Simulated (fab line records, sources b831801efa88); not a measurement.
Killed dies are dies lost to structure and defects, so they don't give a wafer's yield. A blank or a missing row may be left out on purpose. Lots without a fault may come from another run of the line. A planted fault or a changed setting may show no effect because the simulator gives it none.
fab line records | flow sky130
record lots=5 wafers=15 last_day=48
route steps=708 shown LDD_N@250 LDD_P@255 LDD_HVN@267 LDD_HVP@278 LDD_LDN@289
lots that met no fault: from a run of the same line without faults
start_h: hours from the record's first day to the start of the lot's first wafer shown | wait_h: hours since the lot's step before | " the same as in the row above | L1.1+2: a row that stands for several wafers | - no value, or no start given | * or withheld: withheld | < > ~ a bound
route shown NAME@n: a module of which the file shows steps, and the number in the route of the first | usual: mean/standard deviation of fault-free wafers | same: alike in all rows | chamber/n: place in a boat | sites: the reading at each site | _std_site: their standard deviation | _edge_site: outer sites' mean less inner sites' | radius_mm: how far each site lies from the wafer's centre | mask NAME#n: copy n | behind: the tool/chamber that last shaped the wafer | hold: why the lot was held/for how many hours/how that ended | device: the transistor (n, p or np) that didn't switch | end of line: the same wafers' tests at the end of the route | a step without rows: its recipe alone | killed: dies lost to structure and defects at the first sort, not the wafer's yield | map: a wafer's dies, x killed, . not, _ none there
set.NAME: the setting as run; set.NAME@STEP: as run at that earlier step | model.NAME: the simulator's own value behind a step, which no gauge read
lots at some steps of the route; a table a step, a row a wafer
services: from which hour (start_h, from the record's first day; less than 0 if before it) a tool's chamber was out of use, for how many hours, and why
## steps
# step SKY_LDD_N_IMPLANT_13
# recipe species=BF2 energy_kev=50 dose_cm2=5e+12 tilt_deg=30 rotation_deg=90
# columns lot.wafer tool chamber start_h wait_h
L079.2+4+6 implanter-03 0 455.78 0.1
L081.3+5+6 implanter-01 0 465.85 0.1
L083.1+3+5 implanter-02 0 477.40 0.1
L087.1+4+6 implanter-01 0 523.59 0.1
L088.3+5+6 implanter-01 0 527.95 0.1
# step SKY_LDD_N_IMPLANT_14
# recipe species=BF2 energy_kev=50 dose_cm2=5e+12 tilt_deg=30 rotation_deg=180
# columns lot.wafer tool chamber start_h wait_h
L079.2+4+6 implanter-03 0 455.93 0.1
L081.3+5+6 implanter-01 0 466.00 0.1
L083.1+3+5 implanter-02 0 477.55 0.1
L087.1+4+6 implanter-01 0 523.74 0.1
L088.3+5+6 implanter-01 0 528.10 0.1
# step SKY_LDD_N_IMPLANT_15
# recipe species=BF2 energy_kev=50 dose_cm2=5e+12 tilt_deg=30 rotation_deg=270
# columns lot.wafer tool chamber start_h wait_h
L079.2+4+6 implanter-03 0 456.08 0.1
L081.3+5+6 implanter-01 0 466.15 0.1
L083.1+3+5 implanter-02 0 477.70 0.1
L087.1+4+6 implanter-01 0 523.89 0.1
L088.3+5+6 implanter-01 0 528.25 0.1
# step SKY_LDD_N_STRIP_16
# recipe chemistry=O2/N2 power_w=1400 pressure_mtorr=1500 platen_temp_c=withheld o2_flow_sccm=3000 n2_flow_sccm=300 overash_fraction=0.5
# usual drypump_motor_current_A=5.4/0.45 n2_flow_sccm=299.9/0.89 oes_product_au=0.407/0.0048 strip_time_to_endpoint_s=4.323/0.017
# same overash_fraction=0.5
# columns lot.wafer tool chamber start_h wait_h drypump_motor_current_A n2_flow_sccm oes_product_au rf_hours_counter_h strip_time_to_endpoint_s
L079.2 plasma_asher-01 0 456.20 0.1 5.4 299.9 0.414 66 4.308
L079.4 " 0 " " 5.4 300.8 0.410 - 4.299
L079.6 " 1 " " 5.0 299.6 0.401 - 4.304
L081.3 plasma_asher-03 1 466.29 0.1 5.6 300.3 0.407 - 4.297
L081.5 " 1 " " 5.6 299.9 0.412 - 4.320
L081.6 " 0 " " 5.1 299.1 0.413 - 4.311
L083.1 plasma_asher-01 1 477.85 0.1 5.0 299.5 0.408 68 4.332
L083.3 " 1 " " 5.0 299.2 0.405 - 4.326
L083.5 " 0 " " 5.4 298.2 0.404 - 4.327
L087.1 plasma_asher-03 0 524.04 0.1 5.1 297.8 0.407 9 4.344
L087.4 " 1 " " 5.5 301.3 0.400 - 4.337
L087.6 " 0 " " 5.1 299.1 0.404 - 4.354
L088.3 plasma_asher-01 1 528.38 0.1 5.0 300.7 0.410 - 4.315
L088.5 " 0 " " 5.4 301.2 0.409 - 4.320
L088.6 " 1 " " 5.0 298.1 0.407 - 4.301
# step SKY_LDD_N_TW_MEAS_17
# usual LDD_N_TW=2551/20
# columns lot.wafer tool chamber start_h wait_h LDD_N_TW
L079.2 film_metro-04 - 456.31 0.1 2586
L079.4 " - " " 2581
L079.6 " - " " 2557
L081.3 film_metro-03 - 466.37 0.1 2547
L081.5 " - " " 2533
L081.6 " - " " 2553
L083.1 film_metro-01 - 477.95 0.1 2534
L083.3 " - " " 2548
L083.5 " - " " 2548
L087.1 film_metro-04 - 524.14 0.1 2531
L087.4 " - " " 2539
L087.6 " - " " 2556
L088.3 film_metro-03 - 528.47 0.1 2547
L088.5 " - " " 2541
L088.6 " - " " 2534
# step SKY_LDD_P_DEHYDRATE_00
# recipe temp_c=200 time_s=60
# columns lot.wafer tool chamber start_h wait_h
L079.2+4+6 litho_track-04 0 471.45 15.1
L081.3+5+6 litho_track-03 0 481.21 14.8
L083.1+3+5 litho_track-04 0 492.68 14.7
L087.1+4+6 litho_track-02 0 538.57 14.4
L088.3+5+6 litho_track-03 0 542.86 14.4
# step SKY_LDD_P_HMDS_01
# recipe prime_time_s=60 prime_temp_c=120
# same prime_time_s=60
# columns lot.wafer tool chamber start_h wait_h
L079.2+4+6 litho_track-04 0 471.60 0.1
L081.3+5+6 litho_track-03 0 481.36 0.1
L083.1+3+5 litho_track-04 0 492.83 0.1
L087.1+4+6 litho_track-02 0 538.72 0.1
L088.3+5+6 litho_track-03 0 543.01 0.1
# step SKY_LDD_P_COAT_02
# recipe resist=NOVOLAK spin_rpm=3000 resist_thk_nm=1140
# columns lot.wafer tool chamber start_h wait_h
L079.2+4+6 litho_track-04 0 471.75 0.1
L081.3+5+6 litho_track-03 0 481.51 0.1
L083.1+3+5 litho_track-04 0 492.98 0.1
L087.1+4+6 litho_track-02 0 538.87 0.1
L088.3+5+6 litho_track-03 0 543.16 0.1
# step SKY_LDD_P_SOFTBAKE_03
# recipe temp_c=90 time_s=60 resist=NOVOLAK
# columns lot.wafer tool chamber start_h wait_h
L079.2+4+6 litho_track-04 0 471.90 0.1
L081.3+5+6 litho_track-03 0 481.66 0.1
L083.1+3+5 litho_track-04 0 493.13 0.1
L087.1+4+6 litho_track-02 0 539.02 0.1
L088.3+5+6 litho_track-03 0 543.31 0.1
# step SKY_LDD_P_EXPOSE_04
# recipe mask_id=PSDM na=0.6 source_shape=conventional sigma_outer=0.6 polarization=unpolarized target_cd_nm=380 dose_mj=138
# usual exposure_dose_mJ_cm2=139.17/0.12 reticle_temp_C=22.99/0.1
# columns lot.wafer tool chamber start_h wait_h mask exposure_dose_mJ_cm2 reticle_temp_C
L079.2 iline_stepper-02 0 - - PSDM#0 139.28 22.99
L079.4 " 0 " " PSDM#0 139.16 23.05
L079.6 " 0 " " PSDM#0 139.16 23.03
L081.3 iline_stepper-01 0 - - PSDM#0 139.07 23.10
L081.5 " 0 " " PSDM#0 139.31 22.80
L081.6 " 0 " " PSDM#0 139.32 22.99
L083.1 iline_stepper-02 0 - - PSDM#0 138.99 22.99
L083.3 " 0 " " PSDM#0 139.11 23.11
L083.5 " 0 " " PSDM#0 139.00 23.22
L087.1 iline_stepper-02 0 - - PSDM#0 139.27 23.22
L087.4 " 0 " " PSDM#0 139.21 23.10
L087.6 " 0 " " PSDM#0 139.14 22.98
L088.3 iline_stepper-01 0 - - PSDM#0 139.28 23.03
L088.5 " 0 " " PSDM#0 139.12 23.18
L088.6 " 0 " " PSDM#0 139.22 23.03
# step SKY_LDD_P_PEB_05
# recipe temp_c=withheld time_s=* resist=NOVOLAK
# columns lot.wafer tool chamber start_h wait_h
L079.2+4+6 litho_track-03 0 - -
L081.3+5+6 litho_track-03 0 - -
L083.1+3+5 litho_track-02 0 - -
L087.1+4+6 litho_track-02 0 - -
L088.3+5+6 litho_track-03 0 - -
# step SKY_LDD_P_DEVELOP_06
# recipe resist=NOVOLAK developer=TMAH develop_time_s=60 dev_temp_c=23.82
# columns lot.wafer tool chamber start_h wait_h
L079.2+4+6 litho_track-03 0 487.59 0.1
L081.3+5+6 litho_track-03 0 497.76 0.1
L083.1+3+5 litho_track-02 0 509.02 0.1
L087.1+4+6 litho_track-02 0 553.32 0.1
L088.3+5+6 litho_track-03 0 558.06 0.1
# step SKY_LDD_P_CD_MEAS_07
# recipe target_cd_nm=380
# usual cd_nm=380.8/2.6
# columns lot.wafer tool chamber start_h wait_h cd_nm
L079.2 cd_sem-01 - 487.73 0.1 380.2
L079.4 " - " " 380.9
L079.6 " - " " 381.6
L081.3 cd_sem-01 - 497.90 0.1 381.1
L081.5 " - " " 380.3
L081.6 " - " " 381.5
L083.1 cd_sem-02 - 509.17 0.1 380.5
L083.3 " - " " 381.6
L083.5 " - " " 384.4
L087.1 cd_sem-02 - 553.47 0.1 383.6
L087.4 " - " " 380.1
L087.6 " - " " 381.9
L088.3 cd_sem-01 - 558.20 0.1 383.5
L088.5 " - " " 383.5
L088.6 " - " " 382.1
# step SKY_LDD_P_OVL_MEAS_08
# usual LDD_P_OVL=1.2/1.7
# columns lot.wafer tool chamber start_h wait_h LDD_P_OVL[nm]
L079.2 overlay-01 - 487.84 0.1 -1.3
L079.4 " - " " 0.3
L079.6 " - " " -1.6
L081.3 overlay-01 - 498.00 0.1 4.2
L081.5 " - " " 3.2
L081.6 " - " " 4.7
L083.1 overlay-02 - 509.29 0.1 -0.4
L083.3 " - " " 0.5
L083.5 " - " " -0.1
L087.1 overlay-01 - 553.59 0.1 2.2
L087.4 " - " " 2.8
L087.6 " - " " 1.2
L088.3 overlay-01 - 558.30 0.1 2.2
L088.5 " - " " 5.1
L088.6 " - " " 2.2
# step SKY_LDD_P_IMPLANT_09
# recipe species=BF2 energy_kev=25 dose_cm2=1e+13 tilt_deg=withheld
# columns lot.wafer tool chamber start_h wait_h
L079.2+4+6 implanter-02 0 487.89 0.0
L081.3+5+6 implanter-04 0 498.07 0.1
L083.1+3+5 implanter-01 0 509.32 0.0
L087.1+4+6 implanter-02 0 553.62 0.0
L088.3+5+6 implanter-01 0 558.37 0.1
# step SKY_LDD_P_STRIP_10
# recipe chemistry=O2/N2 power_w=1400 pressure_mtorr=1500 platen_temp_c=withheld o2_flow_sccm=3000 n2_flow_sccm=300 overash_fraction=0.5
# usual drypump_motor_current_A=5.8/0.62 n2_flow_sccm=300.0/0.88 oes_product_au=0.716/0.0046 strip_time_to_endpoint_s=14.21/0.038
# same overash_fraction=0.5
# columns lot.wafer tool chamber start_h wait_h drypump_motor_current_A n2_flow_sccm oes_product_au rf_hours_counter_h strip_time_to_endpoint_s
L079.2 plasma_asher-02 0 488.02 0.1 5.5 300.3 0.715 78 14.18
L079.4 " 0 " " 5.5 300.5 0.713 - 14.19
L079.6 " 0 " " 5.5 301.6 0.716 - 14.17
L081.3 plasma_asher-04 0 498.20 0.1 6.7 301.0 0.720 - 14.23
L081.5 " 0 " " 6.7 301.6 0.722 - 14.24
L081.6 " 1 " " 6.1 299.9 0.718 - 14.24
L083.1 plasma_asher-03 1 509.47 0.1 5.5 299.5 0.716 7 14.18
L083.3 " 0 " " 5.1 299.8 0.709 - 14.16
L083.5 " 0 " " 5.1 300.0 0.708 - 14.18
L087.1 plasma_asher-02 0 553.77 0.1 5.5 300.7 0.712 85 14.27
L087.4 " 0 " " 5.5 300.2 0.714 - 14.26
L087.6 " 0 " " 5.5 300.1 0.715 - 14.28
L088.3 plasma_asher-03 1 558.50 0.1 5.5 299.2 0.717 - 14.22
L088.5 " 0 " " 5.1 299.7 0.708 - 14.21
L088.6 " 1 " " 5.5 300.9 0.725 - 14.22
# step SKY_LDD_P_TW_MEAS_11
# usual LDD_P_TW=627/3.5
# columns lot.wafer tool chamber start_h wait_h LDD_P_TW
L079.2 film_metro-02 - 488.13 0.1 627
L079.4 " - " " 625
L079.6 " - " " 627
L081.3 film_metro-04 - 498.29 0.1 636
L081.5 " - " " 633
L081.6 " - " " 635
L083.1 film_metro-02 - 509.57 0.1 625
L083.3 " - " " 627
L083.5 " - " " 626
L087.1 film_metro-02 - 553.87 0.1 632
L087.4 " - " " 630
L087.6 " - " " 634
L088.3 film_metro-04 - 558.59 0.1 632
L088.5 " - " " 629
L088.6 " - " " 628
# step SKY_LDD_HVN_DEHYDRATE_00
# recipe temp_c=200 time_s=60
# columns lot.wafer tool chamber start_h wait_h
L079.2+4+6 litho_track-04 0 502.95 14.8
L081.3+5+6 litho_track-04 0 513.63 15.3
L083.1+3+5 litho_track-03 0 524.76 15.2
L087.1+4+6 litho_track-04 0 567.73 13.8
L088.3+5+6 litho_track-04 0 572.48 13.9
# step SKY_LDD_HVN_HMDS_01
# recipe prime_time_s=60 prime_temp_c=120
# same prime_time_s=60
# columns lot.wafer tool chamber start_h wait_h
L079.2+4+6 litho_track-04 0 503.10 0.1
L081.3+5+6 litho_track-04 0 513.78 0.1
L083.1+3+5 litho_track-03 0 524.91 0.1
L087.1+4+6 litho_track-04 0 567.88 0.1
L088.3+5+6 litho_track-04 0 572.63 0.1
# step SKY_LDD_HVN_COAT_02
# recipe resist=NOVOLAK spin_rpm=3000 resist_thk_nm=300
# columns lot.wafer tool chamber start_h wait_h
L079.2+4+6 litho_track-04 0 503.25 0.1
L081.3+5+6 litho_track-04 0 513.93 0.1
L083.1+3+5 litho_track-03 0 525.06 0.1
L087.1+4+6 litho_track-04 0 568.03 0.1
L088.3+5+6 litho_track-04 0 572.78 0.1
# step SKY_LDD_HVN_SOFTBAKE_03
# recipe temp_c=90 time_s=60 resist=NOVOLAK
# columns lot.wafer tool chamber start_h wait_h
L079.2+4+6 litho_track-04 0 503.40 0.1
L081.3+5+6 litho_track-04 0 514.08 0.1
L083.1+3+5 litho_track-03 0 525.21 0.1
L087.1+4+6 litho_track-04 0 568.18 0.1
L088.3+5+6 litho_track-04 0 572.93 0.1
# step SKY_LDD_HVN_EXPOSE_04
# recipe mask_id=HVNTM na=0.6 source_shape=conventional sigma_outer=0.6 polarization=unpolarized target_cd_nm=700 dose_mj=127
# usual exposure_dose_mJ_cm2=127.00/0.11 reticle_temp_C=23.00/0.094
# columns lot.wafer tool chamber start_h wait_h mask exposure_dose_mJ_cm2 reticle_temp_C
L079.2 iline_stepper-02 0 - - HVNTM#0 126.91 23.02
L079.4 " 0 " " HVNTM#0 127.07 23.03
L079.6 " 0 " " HVNTM#0 127.14 22.91
L081.3 iline_stepper-02 0 - - HVNTM#0 126.96 22.99
L081.5 " 0 " " HVNTM#0 126.89 22.87
L081.6 " 0 " " HVNTM#0 126.88 22.98
L083.1 iline_stepper-02 0 - - HVNTM#0 126.94 23.10
L083.3 " 0 " " HVNTM#0 127.03 23.10
L083.5 " 0 " " HVNTM#0 127.00 23.03
L087.1 iline_stepper-01 0 - - HVNTM#0 126.83 22.98
L087.4 " 0 " " HVNTM#0 126.97 23.01
L087.6 " 0 " " HVNTM#0 127.12 22.94
L088.3 iline_stepper-02 0 - - HVNTM#0 126.89 22.77
L088.5 " 0 " " HVNTM#0 127.04 23.12
L088.6 " 0 " " HVNTM#0 127.01 22.85
# step SKY_LDD_HVN_PEB_05
# recipe temp_c=withheld time_s=* resist=NOVOLAK
# columns lot.wafer tool chamber start_h wait_h
L079.2+4+6 litho_track-01 0 - -
L081.3+5+6 litho_track-01 0 - -
L083.1+3+5 litho_track-01 0 - -
L087.1+4+6 litho_track-04 0 - -
L088.3+5+6 litho_track-03 0 - -
# step SKY_LDD_HVN_DEVELOP_06
# recipe resist=NOVOLAK developer=TMAH develop_time_s=60 dev_temp_c=23
# columns lot.wafer tool chamber start_h wait_h
L079.2+4+6 litho_track-01 0 518.98 0.1
L081.3+5+6 litho_track-01 0 529.75 0.1
L083.1+3+5 litho_track-01 0 540.35 0.1
L087.1+4+6 litho_track-04 0 581.93 0.1
L088.3+5+6 litho_track-03 0 588.11 0.1
# step SKY_LDD_HVN_OVL_MEAS_07
# usual LDD_HVN_OVL=-0.4/1.4
# columns lot.wafer tool chamber start_h wait_h LDD_HVN_OVL[nm]
L079.2 overlay-01 - 519.11 0.1 -0.7
L079.4 " - " " -0.6
L079.6 " - " " -0.1
L081.3 overlay-02 - 529.87 0.1 -0.2
L081.5 " - " " -1.5
L081.6 " - " " -1.4
L083.1 overlay-02 - 540.50 0.1 -2.6
L083.3 " - " " -3.6
L083.5 " - " " -0.3
L087.1 overlay-02 - 582.08 0.1 -0.4
L087.4 " - " " 0.5
L087.6 " - " " -0.1
L088.3 overlay-02 - 588.23 0.1 -1.3
L088.5 " - " " -1.4
L088.6 " - " " -1.0
# step SKY_LDD_HVN_IMPLANT_08
# recipe species=P energy_kev=60 dose_cm2=3e+13 tilt_deg=40
# columns lot.wafer tool chamber start_h wait_h
L079.2+4+6 implanter-04 0 519.17 0.0
L081.3+5+6 implanter-02 0 529.94 0.1
L083.1+3+5 implanter-04 0 540.54 0.0
L087.1+4+6 implanter-04 0 582.11 0.0
L088.3+5+6 implanter-03 0 588.30 0.1
# step SKY_LDD_HVN_STRIP_09
# recipe chemistry=O2/N2 power_w=1400 pressure_mtorr=1500 platen_temp_c=withheld o2_flow_sccm=3000 n2_flow_sccm=300 overash_fraction=0.5
# usual drypump_motor_current_A=5.6/0.6 n2_flow_sccm=300.0/0.85 oes_product_au=0.409/0.0045 strip_time_to_endpoint_s=4.140/0.015
# same overash_fraction=0.5
# columns lot.wafer tool chamber start_h wait_h drypump_motor_current_A n2_flow_sccm oes_product_au rf_hours_counter_h strip_time_to_endpoint_s
L079.2 plasma_asher-02 0 519.29 0.1 5.5 299.9 0.412 81 4.127
L079.4 " 0 " " 5.5 300.5 0.412 - 4.133
L079.6 " 1 " " 6.7 300.4 0.411 - 4.127
L081.3 plasma_asher-03 1 530.07 0.1 5.5 299.3 0.415 - 4.130
L081.5 " 1 " " 5.5 299.7 0.410 - 4.134
L081.6 " 0 " " 5.1 300.6 0.413 - 4.140
L083.1 plasma_asher-03 1 540.69 0.1 5.5 299.6 0.411 11 4.162
L083.3 " 0 " " 5.1 300.0 0.419 - 4.133
L083.5 " 0 " " 5.0 301.2 0.406 - 4.146
L087.1 plasma_asher-01 1 582.26 0.1 5.0 299.9 0.409 78 4.152
L087.4 " 0 " " 5.4 301.8 0.409 - 4.160
L087.6 " 0 " " 5.4 300.7 0.408 - 4.145
L088.3 plasma_asher-02 1 588.43 0.1 6.7 300.1 0.408 - 4.148
L088.5 " 1 " " 6.7 299.8 0.412 - 4.146
L088.6 " 0 " " 5.5 299.0 0.411 - 4.129
# step SKY_LDD_HVN_TW_MEAS_10
# usual LDD_HVN_TW=1419/10
# columns lot.wafer tool chamber start_h wait_h LDD_HVN_TW
L079.2 film_metro-02 - 519.40 0.1 1409
L079.4 " - " " 1407
L079.6 " - " " 1419
L081.3 film_metro-03 - 530.16 0.1 1419
L081.5 " - " " 1408
L081.6 " - " " 1418
L083.1 film_metro-01 - 540.79 0.1 1420
L083.3 " - " " 1422
L083.5 " - " " 1423
L087.1 film_metro-02 - 582.36 0.1 1421
L087.4 " - " " 1435
L087.6 " - " " 1426
L088.3 film_metro-01 - 588.52 0.1 1432
L088.5 " - " " 1438
L088.6 " - " " 1437
# step SKY_LDD_HVP_DEHYDRATE_00
# recipe temp_c=200 time_s=60
# columns lot.wafer tool chamber start_h wait_h
L079.2+4+6 litho_track-02 0 534.59 15.2
L081.3+5+6 litho_track-04 0 544.28 14.1
L083.1+3+5 litho_track-04 0 554.68 13.9
L087.1+4+6 litho_track-04 0 596.73 14.4
L088.3+5+6 litho_track-01 0 602.65 14.1
# step SKY_LDD_HVP_HMDS_01
# recipe prime_time_s=60 prime_temp_c=120
# same prime_time_s=60
# columns lot.wafer tool chamber start_h wait_h
L079.2+4+6 litho_track-02 0 534.74 0.1
L081.3+5+6 litho_track-04 0 544.43 0.1
L083.1+3+5 litho_track-04 0 554.83 0.1
L087.1+4+6 litho_track-04 0 596.88 0.1
L088.3+5+6 litho_track-01 0 602.80 0.1
# step SKY_LDD_HVP_COAT_02
# recipe resist=NOVOLAK spin_rpm=3000 resist_thk_nm=300
# columns lot.wafer tool chamber start_h wait_h
L079.2+4+6 litho_track-02 0 534.89 0.1
L081.3+5+6 litho_track-04 0 544.58 0.1
L083.1+3+5 litho_track-04 0 554.98 0.1
L087.1+4+6 litho_track-04 0 597.03 0.1
L088.3+5+6 litho_track-01 0 602.95 0.1
# step SKY_LDD_HVP_SOFTBAKE_03
# recipe temp_c=90 time_s=60 resist=NOVOLAK
# columns lot.wafer tool chamber start_h wait_h
L079.2+4+6 litho_track-02 0 535.04 0.1
L081.3+5+6 litho_track-04 0 544.73 0.1
L083.1+3+5 litho_track-04 0 555.13 0.1
L087.1+4+6 litho_track-04 0 597.18 0.1
L088.3+5+6 litho_track-01 0 603.10 0.1
# step SKY_LDD_HVP_EXPOSE_04
# recipe mask_id=HVPTM na=0.6 source_shape=conventional sigma_outer=0.6 polarization=unpolarized target_cd_nm=700 dose_mj=86
# usual exposure_dose_mJ_cm2=86.02/0.075 reticle_temp_C=22.98/0.11
# columns lot.wafer tool chamber start_h wait_h mask exposure_dose_mJ_cm2 reticle_temp_C
L079.2 iline_stepper-02 0 - - HVPTM#0 86.06 22.89
L079.4 " 0 " " HVPTM#0 86.15 22.92
L079.6 " 0 " " HVPTM#0 86.06 22.97
L081.3 iline_stepper-01 0 - - HVPTM#0 86.13 23.06
L081.5 " 0 " " HVPTM#0 85.98 23.05
L081.6 " 0 " " HVPTM#0 86.00 22.97
L083.1 iline_stepper-02 0 - - HVPTM#0 86.07 23.04
L083.3 " 0 " " HVPTM#0 86.03 23.14
L083.5 " 0 " " HVPTM#0 86.01 23.06
L087.1 iline_stepper-01 0 - - HVPTM#0 86.00 23.12
L087.4 " 0 " " HVPTM#0 86.05 23.05
L087.6 " 0 " " HVPTM#0 86.09 23.15
L088.3 iline_stepper-01 0 - - HVPTM#0 86.11 22.97
L088.5 " 0 " " HVPTM#0 86.11 23.08
L088.6 " 0 " " HVPTM#0 86.07 23.20
# step SKY_LDD_HVP_PEB_05
# recipe temp_c=withheld time_s=* resist=NOVOLAK
# columns lot.wafer tool chamber start_h wait_h
L079.2+4+6 litho_track-04 0 - -
L081.3+5+6 litho_track-01 0 - -
L083.1+3+5 litho_track-02 0 - -
L087.1+4+6 litho_track-02 0 - -
L088.3+5+6 litho_track-01 0 - -
# step SKY_LDD_HVP_DEVELOP_06
# recipe resist=NOVOLAK developer=TMAH develop_time_s=60 dev_temp_c=23
# columns lot.wafer tool chamber start_h wait_h
L079.2+4+6 litho_track-04 0 549.40 0.1
L081.3+5+6 litho_track-01 0 559.35 0.1
L083.1+3+5 litho_track-02 0 569.72 0.1
L087.1+4+6 litho_track-02 0 611.57 0.1
L088.3+5+6 litho_track-01 0 617.35 0.1
# step SKY_LDD_HVP_OVL_MEAS_07
# usual LDD_HVP_OVL=0.5/1.4
# columns lot.wafer tool chamber start_h wait_h LDD_HVP_OVL[nm]
L079.2 overlay-02 - 549.53 0.1 -1.0
L079.4 " - " " 0.1
L079.6 " - " " -0.3
L081.3 overlay-01 - 559.47 0.1 0.7
L081.5 " - " " 1.7
L081.6 " - " " 0.7
L083.1 overlay-01 - 569.87 0.1 1.5
L083.3 " - " " 0.2
L083.5 " - " " 3.1
L087.1 overlay-01 - 611.72 0.1 0.5
L087.4 " - " " 0.5
L087.6 " - " " 1.2
L088.3 overlay-02 - 617.47 0.1 0.7
L088.5 " - " " 0.7
L088.6 " - " " -2.4
# step SKY_LDD_HVP_IMPLANT_08
# recipe species=B energy_kev=20 dose_cm2=1.7e+13 tilt_deg=17.9
# columns lot.wafer tool chamber start_h wait_h
L079.2+4+6 implanter-04 0 549.59 0.0
L081.3+5+6 implanter-03 0 559.54 0.1
L083.1+3+5 implanter-04 0 569.90 0.0
L087.1+4+6 implanter-01 0 611.75 0.0
L088.3+5+6 implanter-03 0 617.54 0.1
# step SKY_LDD_HVP_STRIP_09
# recipe chemistry=O2/N2 power_w=1400 pressure_mtorr=1500 platen_temp_c=withheld o2_flow_sccm=3000 n2_flow_sccm=300 overash_fraction=0.5
# usual drypump_motor_current_A=5.9/0.64 n2_flow_sccm=299.8/0.99 oes_product_au=0.409/0.0047 strip_time_to_endpoint_s=4.140/0.017
# same overash_fraction=0.5
# columns lot.wafer tool chamber start_h wait_h drypump_motor_current_A n2_flow_sccm oes_product_au rf_hours_counter_h strip_time_to_endpoint_s
L079.2 plasma_asher-04 1 549.71 0.1 6.1 300.3 0.412 41 4.163
L079.4 " 1 " " 6.1 300.7 0.409 - 4.153
L079.6 " 1 " " 6.1 301.4 0.411 - 4.131
L081.3 plasma_asher-02 0 559.67 0.1 5.5 298.3 0.399 - 4.143
L081.5 " 1 " " 6.7 300.2 0.410 - 4.143
L081.6 " 0 " " 5.5 298.7 0.409 - 4.138
L083.1 plasma_asher-04 1 570.05 0.1 6.1 298.0 0.416 43 4.117
L083.3 " 1 " " 6.1 300.2 0.411 - 4.114
L083.5 " 0 " " 6.7 301.0 0.404 - 4.133
L087.1 plasma_asher-02 1 611.90 0.1 6.7 299.0 0.413 90 4.157
L087.4 " 0 " " 5.5 299.6 0.404 - 4.127
L087.6 " 1 " " 6.7 301.4 0.407 - 4.135
L088.3 plasma_asher-04 1 617.67 0.1 6.1 300.5 0.409 - 4.166
L088.5 " 0 " " 6.7 299.9 0.397 - 4.145
L088.6 " 1 " " 6.1 298.5 0.400 - 4.151
# step SKY_LDD_HVP_TW_MEAS_10
# usual LDD_HVP_TW=452.3/2.4
# columns lot.wafer tool chamber start_h wait_h LDD_HVP_TW
L079.2 film_metro-01 - 549.82 0.1 453.4
L079.4 " - " " 452.6
L079.6 " - " " 456.4
L081.3 film_metro-01 - 559.76 0.1 454.2
L081.5 " - " " 452.9
L081.6 " - " " 454.5
L083.1 film_metro-02 - 570.15 0.1 451.7
L083.3 " - " " 451.0
L083.5 " - " " 451.5
L087.1 film_metro-02 - 612.00 0.1 452.5
L087.4 " - " " 448.5
L087.6 " - " " 449.6
L088.3 film_metro-04 - 617.76 0.1 451.7
L088.5 " - " " 450.5
L088.6 " - " " 450.6
# step SKY_LDD_LDN_DEHYDRATE_00
# recipe temp_c=200 time_s=60
# columns lot.wafer tool chamber start_h wait_h
L079.2+4+6 litho_track-03 0 564.34 14.5
L081.3+5+6 litho_track-03 0 573.96 14.2
L083.1+3+5 litho_track-03 0 584.11 14.0
L087.1+4+6 litho_track-03 0 624.96 13.0
L088.3+5+6 litho_track-01 0 631.10 13.3
# step SKY_LDD_LDN_HMDS_01
# recipe prime_time_s=60 prime_temp_c=120
# same prime_time_s=60
# columns lot.wafer tool chamber start_h wait_h
L079.2+4+6 litho_track-03 0 564.49 0.1
L081.3+5+6 litho_track-03 0 574.11 0.1
L083.1+3+5 litho_track-03 0 584.26 0.1
L087.1+4+6 litho_track-03 0 625.11 0.1
L088.3+5+6 litho_track-01 0 631.25 0.1
# step SKY_LDD_LDN_COAT_02
# recipe resist=NOVOLAK spin_rpm=3000 resist_thk_nm=1140
# columns lot.wafer tool chamber start_h wait_h
L079.2+4+6 litho_track-03 0 564.64 0.1
L081.3+5+6 litho_track-03 0 574.26 0.1
L083.1+3+5 litho_track-03 0 584.41 0.1
L087.1+4+6 litho_track-03 0 625.26 0.1
L088.3+5+6 litho_track-01 0 631.40 0.1
# step SKY_LDD_LDN_SOFTBAKE_03
# recipe temp_c=89.37 time_s=60 resist=NOVOLAK
# columns lot.wafer tool chamber start_h wait_h
L079.2+4+6 litho_track-03 0 564.79 0.1
L081.3+5+6 litho_track-03 0 574.41 0.1
L083.1+3+5 litho_track-03 0 584.56 0.1
L087.1+4+6 litho_track-03 0 625.41 0.1
L088.3+5+6 litho_track-01 0 631.55 0.1
# step SKY_LDD_LDN_EXPOSE_04
# recipe mask_id=LDNTM na=0.6 source_shape=conventional sigma_outer=0.6 polarization=unpolarized target_cd_nm=700 dose_mj=140
# usual exposure_dose_mJ_cm2=139.99/0.13 reticle_temp_C=22.97/0.12
# columns lot.wafer tool chamber start_h wait_h mask exposure_dose_mJ_cm2 reticle_temp_C
L079.2 iline_stepper-02 0 - - LDNTM#0 139.96 23.02
L079.4 " 0 " " LDNTM#0 139.99 22.91
L079.6 " 0 " " LDNTM#0 140.03 22.99
L081.3 iline_stepper-02 0 - - LDNTM#0 139.87 22.97
L081.5 " 0 " " LDNTM#0 139.77 23.01
L081.6 " 0 " " LDNTM#0 139.91 22.99
L083.1 iline_stepper-01 0 - - LDNTM#0 139.66 22.75
L083.3 " 0 " " LDNTM#0 139.93 22.88
L083.5 " 0 " " LDNTM#0 139.86 22.88
L087.1 iline_stepper-02 0 - - LDNTM#0 139.71 22.79
L087.4 " 0 " " LDNTM#0 139.88 22.90
L087.6 " 0 " " LDNTM#0 139.88 22.86
L088.3 iline_stepper-02 0 - - LDNTM#0 140.12 23.05
L088.5 " 0 " " LDNTM#0 139.89 22.95
L088.6 " 0 " " LDNTM#0 139.98 23.03
# step SKY_LDD_LDN_PEB_05
# recipe temp_c=withheld time_s=* resist=NOVOLAK
# columns lot.wafer tool chamber start_h wait_h
L079.2+4+6 litho_track-03 0 - -
L081.3+5+6 litho_track-03 0 - -
L083.1+3+5 litho_track-03 0 - -
L087.1+4+6 litho_track-03 0 - -
L088.3+5+6 litho_track-01 0 - -
## services
# columns tool chamber start_h hours kind
implanter-02 - 437.27 3.5 repair
implanter-03 - 467.03 2.9 repair
implanter-03 - 467.85 12.9 repair
iline_stepper-01 - 472.07 4.7 repair
implanter-02 - 472.12 1.3 repair
litho_track-01 - 479.32 - consumable_replace:filter
implanter-03 - 480.49 2.9 repair
iline_stepper-02 - 501.02 1.7 pm
iline_stepper-01 0 508.20 - calibration
implanter-03 - 508.97 2.8 repair
implanter-02 - 511.91 2.9 pm
implanter-04 - 529.60 3.1 pm
implanter-02 - 535.03 6.1 pm
implanter-01 - 546.55 6.4 repair
iline_stepper-01 - 569.67 1.7 pm
iline_stepper-02 0 602.93 - calibration
plasma_asher-01 - 617.43 1.3 repair
implanter-04 - 623.32 5.3 pm
implanter-01 - 638.06 7.6 repair
implanter-02 - 642.62 1.8 repair
## key
fault none
